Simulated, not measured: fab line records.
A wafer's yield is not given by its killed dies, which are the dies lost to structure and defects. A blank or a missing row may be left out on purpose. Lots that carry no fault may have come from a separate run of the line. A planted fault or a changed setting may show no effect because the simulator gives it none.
The tool behind it: which one? / flow sky130 / 42 wafers from 14 lots sampled at 3 of the route's 708 steps

## WHAT THE GAUGES SHOWED, per wafer
No reading from a measuring or inspecting step in the record can be judged against a usual standard deviation.

## TOOL THAT RAN EACH LOT (tool first, then ch and the chambers of the sampled wafers, then the start)
lot=L171; SKY_CONTACT_CMP_27=cmp-02 ch 0,1,3, day 31 17:38; SKY_METAL1_SPUTTER_02=pvdSputter-02, day 31 17:59; SKY_METAL1_SPUTTER_03=pvdSputter-02, day 31 18:01
lot=L172; SKY_CONTACT_CMP_27=cmp-02 ch 1,2,3, day 32 05:07; SKY_METAL1_SPUTTER_02=pvdSputter-02, day 32 05:25; SKY_METAL1_SPUTTER_03=pvdSputter-02, day 32 05:26
lot=L178; SKY_CONTACT_CMP_27=cmp-01 ch 0,1, day 34 00:38; SKY_METAL1_SPUTTER_02=pvdSputter-03, day 34 00:55; SKY_METAL1_SPUTTER_03=pvdSputter-03, day 34 00:57
lot=L179; SKY_CONTACT_CMP_27=cmp-02 ch 1,3, day 34 15:22; SKY_METAL1_SPUTTER_02=pvdSputter-03, day 34 15:40; SKY_METAL1_SPUTTER_03=pvdSputter-03, day 34 15:41
lot=L182; SKY_CONTACT_CMP_27=cmp-01 ch 0,1,3, day 35 21:01; SKY_METAL1_SPUTTER_02=pvdSputter-02, day 35 21:23; SKY_METAL1_SPUTTER_03=pvdSputter-02, day 35 21:25
lot=L184; SKY_CONTACT_CMP_27=cmp-01 ch 2,3, day 36 04:20; SKY_METAL1_SPUTTER_02=pvdSputter-04, day 36 04:41; SKY_METAL1_SPUTTER_03=pvdSputter-04, day 36 04:43
lot=L186; SKY_CONTACT_CMP_27=cmp-01 ch 0,1,2, day 36 17:05; SKY_METAL1_SPUTTER_02=pvdSputter-03, day 36 17:26; SKY_METAL1_SPUTTER_03=pvdSputter-03, day 36 17:28
lot=L187; SKY_CONTACT_CMP_27=cmp-01 ch 2,3, day 37 01:55; SKY_METAL1_SPUTTER_02=pvdSputter-04, day 37 02:13; SKY_METAL1_SPUTTER_03=pvdSputter-04, day 37 02:14
lot=L188; SKY_CONTACT_CMP_27=cmp-02 ch 1,2,3, day 37 14:13; SKY_METAL1_SPUTTER_02=pvdSputter-04, day 37 14:32; SKY_METAL1_SPUTTER_03=pvdSputter-04, day 37 14:33
lot=L190; SKY_CONTACT_CMP_27=cmp-01 ch 1,3, day 37 20:49; SKY_METAL1_SPUTTER_02=pvdSputter-02, day 37 21:07; SKY_METAL1_SPUTTER_03=pvdSputter-02, day 37 21:08
lot=L191; SKY_CONTACT_CMP_27=cmp-02 ch 0,2,3, day 37 22:23; SKY_METAL1_SPUTTER_02=pvdSputter-03, day 37 22:40; SKY_METAL1_SPUTTER_03=pvdSputter-03, day 37 22:42
lot=L192; SKY_CONTACT_CMP_27=cmp-01 ch 0,1, day 38 09:31; SKY_METAL1_SPUTTER_02=pvdSputter-02, day 38 09:52; SKY_METAL1_SPUTTER_03=pvdSputter-02, day 38 09:53
lot=L193; SKY_CONTACT_CMP_27=cmp-01 ch 0,1,3, day 38 12:55; SKY_METAL1_SPUTTER_02=pvdSputter-03, day 38 13:10; SKY_METAL1_SPUTTER_03=pvdSputter-03, day 38 13:11
lot=L194; SKY_CONTACT_CMP_27=cmp-01 ch 0,2,3, day 39 04:05; SKY_METAL1_SPUTTER_02=pvdSputter-04, day 39 04:26; SKY_METAL1_SPUTTER_03=pvdSputter-04, day 39 04:27
- SKY_CONTACT_CMP_27: polishes, stops on SiO2, t overpolish 15 s, target thk 0 nm.
- SKY_METAL1_SPUTTER_02: material AlCu, target thk 250 nm, time 13.3 s.
- SKY_METAL1_SPUTTER_03: material Ti, target thk 5 nm, time 3.3 s.

## AS READ BY THE TOOLS THEMSELVES (means over the sampled wafers that have a number; for cases with no such wafer, the mark the record gives instead)
SKY_CONTACT_CMP_27. Usual: motorCurrentA 11.7 A, standard deviation 1.2; overpolishRunS 15.000 s, standard deviation 0.009; timeToEndpointS 81.3 s, standard deviation 2.9.
lot=L171; tool=cmp-02; motorCurrentA (A)=11.2; overpolishRunS (s)=15.005; timeToEndpointS (s)=80.8; flag=
lot=L172; tool=cmp-02; motorCurrentA (A)=11.9; overpolishRunS (s)=14.996; timeToEndpointS (s)=85.0; flag=
lot=L178; tool=cmp-01; motorCurrentA (A)=11.0; overpolishRunS (s)=15.009; timeToEndpointS (s)=81.2; flag=
lot=L179; tool=cmp-02; motorCurrentA (A)=11.6; overpolishRunS (s)=15.005; timeToEndpointS (s)=81.9; flag=
lot=L182; tool=cmp-01; motorCurrentA (A)=11.0; overpolishRunS (s)=15.005; timeToEndpointS (s)=79.0; flag=
lot=L184; tool=cmp-01; motorCurrentA (A)=12.8; overpolishRunS (s)=15.008; timeToEndpointS (s)=79.7; flag=
lot=L186; tool=cmp-01; motorCurrentA (A)=12.1; overpolishRunS (s)=14.998; timeToEndpointS (s)=79.4; flag=
lot=L187; tool=cmp-01; motorCurrentA (A)=12.5; overpolishRunS (s)=15.002; timeToEndpointS (s)=80.8; flag=
lot=L188; tool=cmp-02; motorCurrentA (A)=11.8; overpolishRunS (s)=14.999; timeToEndpointS (s)=82.9; flag=
lot=L190; tool=cmp-01; motorCurrentA (A)=12.0; overpolishRunS (s)=14.991; timeToEndpointS (s)=79.2; flag=
lot=L191; tool=cmp-02; motorCurrentA (A)=10.9; overpolishRunS (s)=15.003; timeToEndpointS (s)=80.2; flag=
lot=L192; tool=cmp-01; motorCurrentA (A)=11.2; overpolishRunS (s)=14.996; timeToEndpointS (s)=80.4; flag=
lot=L193; tool=cmp-01; motorCurrentA (A)=11.4; overpolishRunS (s)=15.003; timeToEndpointS (s)=80.4; flag=
lot=L194; tool=cmp-01; motorCurrentA (A)=12.1; overpolishRunS (s)=15.010; timeToEndpointS (s)=83.2; flag=

SKY_METAL1_SPUTTER_02. Usual: cathodeDcPowerW 10600 W, standard deviation 2; chamberPressurePa 0.3999 Pa, standard deviation 0.0009; throttleValvePct 30.3 %, standard deviation 0.84.
lot=L171; tool=pvdSputter-02; cathodeDcPowerW (W)=10601; chamberPressurePa (Pa)=0.4001; throttleValvePct (%)=29.7; flag=
lot=L172; tool=pvdSputter-02; cathodeDcPowerW (W)=10600; chamberPressurePa (Pa)=0.4001; throttleValvePct (%)=30.5; flag=
lot=L178; tool=pvdSputter-03; cathodeDcPowerW (W)=10601; chamberPressurePa (Pa)=0.4021; throttleValvePct (%)=30.2; flag=
lot=L179; tool=pvdSputter-03; cathodeDcPowerW (W)=10602; chamberPressurePa (Pa)=0.4001; throttleValvePct (%)=30.2; flag=
lot=L182; tool=pvdSputter-02; cathodeDcPowerW (W)=10600; chamberPressurePa (Pa)=0.4006; throttleValvePct (%)=30.1; flag=
lot=L184; tool=pvdSputter-04; cathodeDcPowerW (W)=10601; chamberPressurePa (Pa)=0.4001; throttleValvePct (%)=30.1; flag=
lot=L186; tool=pvdSputter-03; cathodeDcPowerW (W)=10601; chamberPressurePa (Pa)=0.4006; throttleValvePct (%)=30.3; flag=
lot=L187; tool=pvdSputter-04; cathodeDcPowerW (W)=10600; chamberPressurePa (Pa)=0.3994; throttleValvePct (%)=30.3; flag=
lot=L188; tool=pvdSputter-04; cathodeDcPowerW (W)=10599; chamberPressurePa (Pa)=0.4001; throttleValvePct (%)=29.9; flag=
lot=L190; tool=pvdSputter-02; cathodeDcPowerW (W)=10598; chamberPressurePa (Pa)=0.3995; throttleValvePct (%)=30.4; flag=
lot=L191; tool=pvdSputter-03; cathodeDcPowerW (W)=10600; chamberPressurePa (Pa)=0.4001; throttleValvePct (%)=30.2; flag=
lot=L192; tool=pvdSputter-02; cathodeDcPowerW (W)=10599; chamberPressurePa (Pa)=0.3994; throttleValvePct (%)=30.3; flag=
lot=L193; tool=pvdSputter-03; cathodeDcPowerW (W)=10602; chamberPressurePa (Pa)=0.3997; throttleValvePct (%)=30.1; flag=
lot=L194; tool=pvdSputter-04; cathodeDcPowerW (W)=10601; chamberPressurePa (Pa)=0.3998; throttleValvePct (%)=30.2; flag=

SKY_METAL1_SPUTTER_03. Usual: cathodeDcPowerW 2999.9 W, standard deviation 0.53; chamberPressurePa 0.4000 Pa, standard deviation 0.00085; throttleValvePct 30.4 %, standard deviation 0.83.
lot=L171; tool=pvdSputter-02; cathodeDcPowerW (W)=3000.1; chamberPressurePa (Pa)=0.3998; throttleValvePct (%)=29.8; flag=
lot=L172; tool=pvdSputter-02; cathodeDcPowerW (W)=3000.2; chamberPressurePa (Pa)=0.4002; throttleValvePct (%)=30.8; flag=
lot=L178; tool=pvdSputter-03; cathodeDcPowerW (W)=-; chamberPressurePa (Pa)=-; throttleValvePct (%)=-; flag=OFF
lot=L179; tool=pvdSputter-03; cathodeDcPowerW (W)=-; chamberPressurePa (Pa)=-; throttleValvePct (%)=-; flag=OFF
lot=L182; tool=pvdSputter-02; cathodeDcPowerW (W)=3000.6; chamberPressurePa (Pa)=0.4004; throttleValvePct (%)=30.0; flag=
lot=L184; tool=pvdSputter-04; cathodeDcPowerW (W)=2999.7; chamberPressurePa (Pa)=0.4009; throttleValvePct (%)=30.3; flag=
lot=L186; tool=pvdSputter-03; cathodeDcPowerW (W)=3000.0; chamberPressurePa (Pa)=0.3996; throttleValvePct (%)=30.3; flag=
lot=L187; tool=pvdSputter-04; cathodeDcPowerW (W)=2999.7; chamberPressurePa (Pa)=0.4000; throttleValvePct (%)=30.5; flag=
lot=L188; tool=pvdSputter-04; cathodeDcPowerW (W)=3000.2; chamberPressurePa (Pa)=0.4008; throttleValvePct (%)=30.0; flag=
lot=L190; tool=pvdSputter-02; cathodeDcPowerW (W)=2999.7; chamberPressurePa (Pa)=0.3987; throttleValvePct (%)=30.3; flag=
lot=L191; tool=pvdSputter-03; cathodeDcPowerW (W)=3000.0; chamberPressurePa (Pa)=0.3998; throttleValvePct (%)=30.5; flag=
lot=L192; tool=pvdSputter-02; cathodeDcPowerW (W)=3000.0; chamberPressurePa (Pa)=0.4004; throttleValvePct (%)=30.2; flag=
lot=L193; tool=pvdSputter-03; cathodeDcPowerW (W)=2999.4; chamberPressurePa (Pa)=0.3987; throttleValvePct (%)=30.0; flag=
lot=L194; tool=pvdSputter-04; cathodeDcPowerW (W)=3000.2; chamberPressurePa (Pa)=0.3995; throttleValvePct (%)=30.5; flag=

## THE ANSWER, worked out from the rows above alone
Rule: take the mean of a lot's wafers that have a number; if it is more than 3 standard deviations from the usual mean, the lot is off. A lot without any number at a reading at which 4 lots or more have one is off too. Any other lot the step has rows for is counted as sound. The gauges are gone through in route order, then the tools' own readings, and for those a lot's mean is taken as printed above. The first step at which some lot is off is used, and at that step the reading that is off furthest; a lot without a number counts as furthest.
Off, at SKY_METAL1_SPUTTER_03 on cathodeDcPowerW: L178, L179. Without a number there: L178, L179.
If a tool, at that step or one of the process steps before it, ran each lot that is off and ran no sound lot following the first of them, it fits. Of those tried, none fits.

## WHAT HAD BEEN PUT IN BY THE SIMULATOR
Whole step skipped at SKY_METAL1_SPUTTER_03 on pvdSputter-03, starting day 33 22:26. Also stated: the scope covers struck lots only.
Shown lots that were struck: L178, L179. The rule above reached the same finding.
